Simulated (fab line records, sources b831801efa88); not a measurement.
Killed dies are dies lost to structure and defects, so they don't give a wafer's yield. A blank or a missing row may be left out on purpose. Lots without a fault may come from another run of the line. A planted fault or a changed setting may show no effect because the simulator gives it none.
Which tool did it? | flow sky130 | 6 lots, 18 wafers sampled, at 2 steps of a route of 708

WHAT THE GAUGES READ, wafer by wafer
SKY_LI_CONTACT_THK_MEAS_01.
lot  | measured     | on            | LI_CONTACT_HDPCVD_THK (nm)
L628 | day 29 07:08 | film_metro-02 | 934 932 938
L632 | day 30 07:01 | film_metro-03 | 927 922 933
L634 | day 31 02:53 | film_metro-02 | 939 940 940
L640 | day 32 17:08 | film_metro-04 | 939 1543 1534
L646 | day 34 17:28 | film_metro-02 | 938 924 930
L649 | day 35 11:55 | film_metro-02 | 945 951 925

WHICH TOOL RAN EACH LOT (tool, then ch and the chambers of the sampled wafers, then the start)
lot  | SKY_LI_CONTACT_HDPCVD_00
L628 | hdpcvd-02 ch 0,2, day 29 06:59
L632 | hdpcvd-01 ch 0,1, day 30 06:55
L634 | hdpcvd-02 ch 0,1, day 31 02:46
L640 | hdpcvd-01 ch 0,1, day 32 17:01
L646 | hdpcvd-02 ch 0,1, day 34 17:22
L649 | hdpcvd-02 ch 0,1,2, day 35 11:49
- SKY_LI_CONTACT_HDPCVD_00: deposits PSG, target thk 930 nm, time 155 s.

THE ANSWER, worked out from the rows above alone
Rule: what is usual is taken from the lots themselves. Put in order of their means at a reading, lots are off if they are a third of the lots or fewer, leave a main group of 4 or more, and stand apart from it by a gap of 3 or more times the standard deviation of the main group's means; of several such gaps the widest counts. A main group whose means are all the same, to the digits that the tables above print for the reading, isn't used. A lot without any number at a reading at which 4 lots or more have one is off too. The other lots that the step has rows for count as sound.
Off: L640, at SKY_LI_CONTACT_THK_MEAS_01 (LI_CONTACT_HDPCVD_THK). The main group: mean 935 nm, standard deviation 5.
A tool fits if, at a process step before that reading, it ran every lot that is off, and no sound lot after the first of them. The gauges at SKY_LI_CONTACT_THK_MEAS_01 are tried like those tools. Can't be told from this: 2 tools fit, hdpcvd-01 at SKY_LI_CONTACT_HDPCVD_00, film_metro-04 at SKY_LI_CONTACT_THK_MEAS_01.

WHAT THE SIMULATOR HAD PUT IN
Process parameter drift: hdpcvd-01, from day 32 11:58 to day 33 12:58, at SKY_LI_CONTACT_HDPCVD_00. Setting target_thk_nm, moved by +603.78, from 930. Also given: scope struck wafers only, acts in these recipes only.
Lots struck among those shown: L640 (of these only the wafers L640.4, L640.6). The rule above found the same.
